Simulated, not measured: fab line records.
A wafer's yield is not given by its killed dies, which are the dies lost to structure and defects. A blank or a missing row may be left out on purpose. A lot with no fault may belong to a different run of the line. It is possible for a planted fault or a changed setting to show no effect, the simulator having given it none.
Which tool did it? || flow sky130 || Sampling: 12 lots, 36 wafers, 5 of 708 route steps

== WHAT THE GAUGES SHOWED, per wafer ==
SKY_LDD_LDN_OVL_MEAS_07.
{"lot": "L254", "measured": "day 22 19:39", "on": "overlay-02", "LDD_LDN_OVL (nm)": "-1.2 -1.0 -0.4"}
{"lot": "L255", "measured": "day 23 04:05", "on": "overlay-02", "LDD_LDN_OVL (nm)": "-0.3 -0.2 -0.1"}
{"lot": "L257", "measured": "day 23 20:50", "on": "overlay-01", "LDD_LDN_OVL (nm)": "-0.8 -1.0 0.2"}
{"lot": "L256", "measured": "day 23 21:08", "on": "overlay-02", "LDD_LDN_OVL (nm)": "-1.1 -1.4 0.3"}
{"lot": "L258", "measured": "day 24 09:47", "on": "overlay-01", "LDD_LDN_OVL (nm)": "-1.9 -1.7 -1.3"}
{"lot": "L259", "measured": "day 24 14:26", "on": "overlay-01", "LDD_LDN_OVL (nm)": "-2.1 -0.9 -1.2"}
{"lot": "L262", "measured": "day 26 02:17", "on": "overlay-01", "LDD_LDN_OVL (nm)": "0.6 2.3 1.9"}
{"lot": "L267", "measured": "day 27 22:17", "on": "overlay-01", "LDD_LDN_OVL (nm)": "-2.3 -2.5 -1.8"}
{"lot": "L269", "measured": "day 28 10:32", "on": "overlay-01", "LDD_LDN_OVL (nm)": "-0.9 -1.0 -1.6"}
{"lot": "L272", "measured": "day 29 12:50", "on": "overlay-01", "LDD_LDN_OVL (nm)": "-1.2 1.5 -0.2"}
{"lot": "L274", "measured": "day 29 20:41", "on": "overlay-02", "LDD_LDN_OVL (nm)": "-1.3 -2.4 -0.5"}
{"lot": "L276", "measured": "day 30 12:26", "on": "overlay-01", "LDD_LDN_OVL (nm)": "-4.1 -4.2 -3.1"}

SKY_SD_N_CD_MEAS_07: target cd 380 nm.
{"lot": "L254", "measured": "day 27 22:00", "on": "cd_sem-01", "cd_nm (nm)": "380.5 380.8 382.8"}
{"lot": "L255", "measured": "day 28 04:53", "on": "cd_sem-01", "cd_nm (nm)": "381.6 381.2 382.5"}
{"lot": "L257", "measured": "day 28 20:08", "on": "cd_sem-01", "cd_nm (nm)": "379.4 378.0 380.3"}
{"lot": "L256", "measured": "day 28 19:29", "on": "cd_sem-02", "cd_nm (nm)": "382.6 383.8 382.3"}
{"lot": "L258", "measured": "day 29 07:32", "on": "cd_sem-02", "cd_nm (nm)": "375.6 375.5 375.7"}
{"lot": "L259", "measured": "day 29 12:11", "on": "cd_sem-01", "cd_nm (nm)": "378.2 377.9 379.7"}
{"lot": "L262", "measured": "day 30 22:14", "on": "cd_sem-01", "cd_nm (nm)": "381.9 381.9 384.6"}
{"lot": "L267", "measured": "day 32 14:33", "on": "cd_sem-02", "cd_nm (nm)": "381.4 385.1 382.3"}
{"lot": "L269", "measured": "day 33 03:38", "on": "cd_sem-01", "cd_nm (nm)": "381.7 382.4 380.3"}
{"lot": "L272", "measured": "day 34 04:50", "on": "cd_sem-02", "cd_nm (nm)": "384.0 381.3 382.8"}
{"lot": "L274", "measured": "day 34 11:08", "on": "cd_sem-01", "cd_nm (nm)": "380.7 381.3 379.6"}
{"lot": "L276", "measured": "day 35 01:57", "on": "cd_sem-02", "cd_nm (nm)": "378.1 378.1 377.4"}

SKY_SD_N_RS_MEAS_16: uses a four-point probe to measure.
{"lot": "L254", "measured": "day 27 22:50", "on": "film_metro-01", "SD_N_RS (ohm/sq)": "68.54 68.50 68.56"}
{"lot": "L255", "measured": "day 28 05:44", "on": "film_metro-02", "SD_N_RS (ohm/sq)": "68.53 68.53 68.50"}
{"lot": "L257", "measured": "day 28 20:59", "on": "film_metro-01", "SD_N_RS (ohm/sq)": "68.61 68.57 68.67"}
{"lot": "L256", "measured": "day 28 20:20", "on": "film_metro-02", "SD_N_RS (ohm/sq)": "68.67 68.57 68.63"}
{"lot": "L258", "measured": "day 29 08:22", "on": "film_metro-01", "SD_N_RS (ohm/sq)": "68.57 68.77 68.72"}
{"lot": "L259", "measured": "day 29 13:05", "on": "film_metro-01", "SD_N_RS (ohm/sq)": "68.62 68.64 68.60"}
{"lot": "L262", "measured": "day 30 23:04", "on": "film_metro-01", "SD_N_RS (ohm/sq)": "68.71 68.72 68.73"}
{"lot": "L267", "measured": "day 32 15:23", "on": "film_metro-01", "SD_N_RS (ohm/sq)": "66.91 66.88 66.77"}
{"lot": "L269", "measured": "day 33 04:28", "on": "film_metro-02", "SD_N_RS (ohm/sq)": "66.70 66.81 66.77"}
{"lot": "L272", "measured": "day 34 05:41", "on": "film_metro-01", "SD_N_RS (ohm/sq)": "68.78 68.77 68.65"}
{"lot": "L274", "measured": "day 34 11:58", "on": "film_metro-01", "SD_N_RS (ohm/sq)": "68.69 68.79 68.44"}
{"lot": "L276", "measured": "day 35 02:47", "on": "film_metro-01", "SD_N_RS (ohm/sq)": "68.57 68.56 68.58"}

SKY_SD_N_RS_MEAS_17: uses a four-point probe to measure.
{"lot": "L254", "measured": "day 27 22:58", "on": "film_metro-01", "SD_P_RS (ohm/sq)": "147.2 147.3 146.9"}
{"lot": "L255", "measured": "day 28 05:51", "on": "film_metro-02", "SD_P_RS (ohm/sq)": "147.4 146.8 146.6"}
{"lot": "L257", "measured": "day 28 21:06", "on": "film_metro-01", "SD_P_RS (ohm/sq)": "147.2 147.0 147.0"}
{"lot": "L256", "measured": "day 28 20:27", "on": "film_metro-02", "SD_P_RS (ohm/sq)": "147.9 147.3 147.3"}
{"lot": "L258", "measured": "day 29 08:29", "on": "film_metro-01", "SD_P_RS (ohm/sq)": "147.4 146.9 147.4"}
{"lot": "L259", "measured": "day 29 13:12", "on": "film_metro-01", "SD_P_RS (ohm/sq)": "147.2 147.5 147.2"}
{"lot": "L262", "measured": "day 30 23:11", "on": "film_metro-01", "SD_P_RS (ohm/sq)": "147.1 147.5 147.7"}
{"lot": "L267", "measured": "day 32 15:31", "on": "film_metro-01", "SD_P_RS (ohm/sq)": "138.7 138.6 138.6"}
{"lot": "L269", "measured": "day 33 04:35", "on": "film_metro-02", "SD_P_RS (ohm/sq)": "137.9 138.2 138.5"}
{"lot": "L272", "measured": "day 34 05:48", "on": "film_metro-01", "SD_P_RS (ohm/sq)": "147.9 147.8 147.4"}
{"lot": "L274", "measured": "day 34 12:05", "on": "film_metro-01", "SD_P_RS (ohm/sq)": "147.3 147.8 147.2"}
{"lot": "L276", "measured": "day 35 02:55", "on": "film_metro-01", "SD_P_RS (ohm/sq)": "147.1 147.3 147.1"}

== TOOL THAT RAN EACH LOT (tool first, then ch and the chambers of the sampled wafers, then the start) ==
{"lot": "L254", "SKY_SD_N_RTA_14": "rtp_anneal-02 ch 0, day 27 22:40"}
{"lot": "L255", "SKY_SD_N_RTA_14": "rtp_anneal-01 ch 0, day 28 05:34"}
{"lot": "L257", "SKY_SD_N_RTA_14": "rtp_anneal-01 ch 0, day 28 20:49"}
{"lot": "L256", "SKY_SD_N_RTA_14": "rtp_anneal-02 ch 0, day 28 20:10"}
{"lot": "L258", "SKY_SD_N_RTA_14": "rtp_anneal-02 ch 0, day 29 08:12"}
{"lot": "L259", "SKY_SD_N_RTA_14": "rtp_anneal-01 ch 0, day 29 12:51"}
{"lot": "L262", "SKY_SD_N_RTA_14": "rtp_anneal-02 ch 0, day 30 22:54"}
{"lot": "L267", "SKY_SD_N_RTA_14": "rtp_anneal-01 ch 0, day 32 15:13"}
{"lot": "L269", "SKY_SD_N_RTA_14": "rtp_anneal-01 ch 0, day 33 04:18"}
{"lot": "L272", "SKY_SD_N_RTA_14": "rtp_anneal-02 ch 0, day 34 05:31"}
{"lot": "L274", "SKY_SD_N_RTA_14": "rtp_anneal-02 ch 0, day 34 11:48"}
{"lot": "L276", "SKY_SD_N_RTA_14": "rtp_anneal-02 ch 0, day 35 02:37"}
- SKY_SD_N_RTA_14: time 2 s.

== WHAT THE TOOLS THEMSELVES READ (means of the sampled wafers that have a number; where no wafer has one, the mark that the record gives instead) ==
SKY_SD_N_RTA_14.
{"lot": "L254", "tool": "rtp_anneal-02", "lamp_power_pct (%)": 15.77, "wafer_temp_C_max": 1077.4}
{"lot": "L255", "tool": "rtp_anneal-01", "lamp_power_pct (%)": 15.75, "wafer_temp_C_max": 1078.5}
{"lot": "L257", "tool": "rtp_anneal-01", "lamp_power_pct (%)": 15.73, "wafer_temp_C_max": 1078.3}
{"lot": "L256", "tool": "rtp_anneal-02", "lamp_power_pct (%)": 15.76, "wafer_temp_C_max": 1078.1}
{"lot": "L258", "tool": "rtp_anneal-02", "lamp_power_pct (%)": 15.73, "wafer_temp_C_max": 1077.8}
{"lot": "L259", "tool": "rtp_anneal-01", "lamp_power_pct (%)": 15.71, "wafer_temp_C_max": 1078.1}
{"lot": "L262", "tool": "rtp_anneal-02", "lamp_power_pct (%)": 15.72, "wafer_temp_C_max": 1078.2}
{"lot": "L267", "tool": "rtp_anneal-01", "lamp_power_pct (%)": 15.84, "wafer_temp_C_max": 1088.1}
{"lot": "L269", "tool": "rtp_anneal-01", "lamp_power_pct (%)": 15.84, "wafer_temp_C_max": 1088.3}
{"lot": "L272", "tool": "rtp_anneal-02", "lamp_power_pct (%)": 15.72, "wafer_temp_C_max": 1077.8}
{"lot": "L274", "tool": "rtp_anneal-02", "lamp_power_pct (%)": 15.73, "wafer_temp_C_max": 1078.1}
{"lot": "L276", "tool": "rtp_anneal-02", "lamp_power_pct (%)": 15.76, "wafer_temp_C_max": 1077.5}

== THE ANSWER, worked out from the rows above alone ==
Rule: what is usual is taken from the lots themselves. Put in order of their means at a reading, lots are off if they are a third of the lots or fewer, leave a main group of 4 or more, and stand apart from it by a gap of 3 or more times the standard deviation of the main group's means; of several such gaps the widest counts. A main group whose means are all the same, to the digits that the tables above print for the reading, isn't used. A lot without any number at a reading at which 4 lots or more have one is off too. All remaining lots with rows at the step are treated as sound. The gauges are gone through in route order, then the tools' own readings, and for those a lot's mean is taken as printed above. At the first step where some lot is off, the reading lying furthest off is the one used; lots without a number count as furthest.
Off: L267, L269, at SKY_SD_N_RS_MEAS_16 (SD_N_RS). The main group: mean 68.63 ohm/sq, standard deviation 0.069.
A tool fits if, at a process step before that reading, it ran every lot that is off, and no sound lot after the first of them. The gauges at SKY_SD_N_RS_MEAS_16 aren't tried: what is off there is off at SKY_SD_N_RTA_14 too, on other tools, and a gauge's error can't cause that. One fits: rtp_anneal-01 at SKY_SD_N_RTA_14. Its last sound lot is L259 (day 29 12:51), its first lot that is off L267 (day 32 15:13): a fault that began between those two fits.
The tool's own readings at SKY_SD_N_RTA_14 bear it out: on the lots that are off they differ by more than 5 times the standard deviation of the sound lots' means. lamp_power_pct reads 15.84 % there against 15.74 % on the sound lots; wafer_temp_C_max reads 1088.2 there against 1078.0 on the sound lots.

== WHAT HAD BEEN PUT IN BY THE SIMULATOR ==
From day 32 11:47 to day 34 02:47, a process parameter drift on rtp_anneal-01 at SKY_SD_N_RTA_14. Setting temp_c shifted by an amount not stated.
Lots struck among those shown: L267, L269. The rule above reached the same finding.
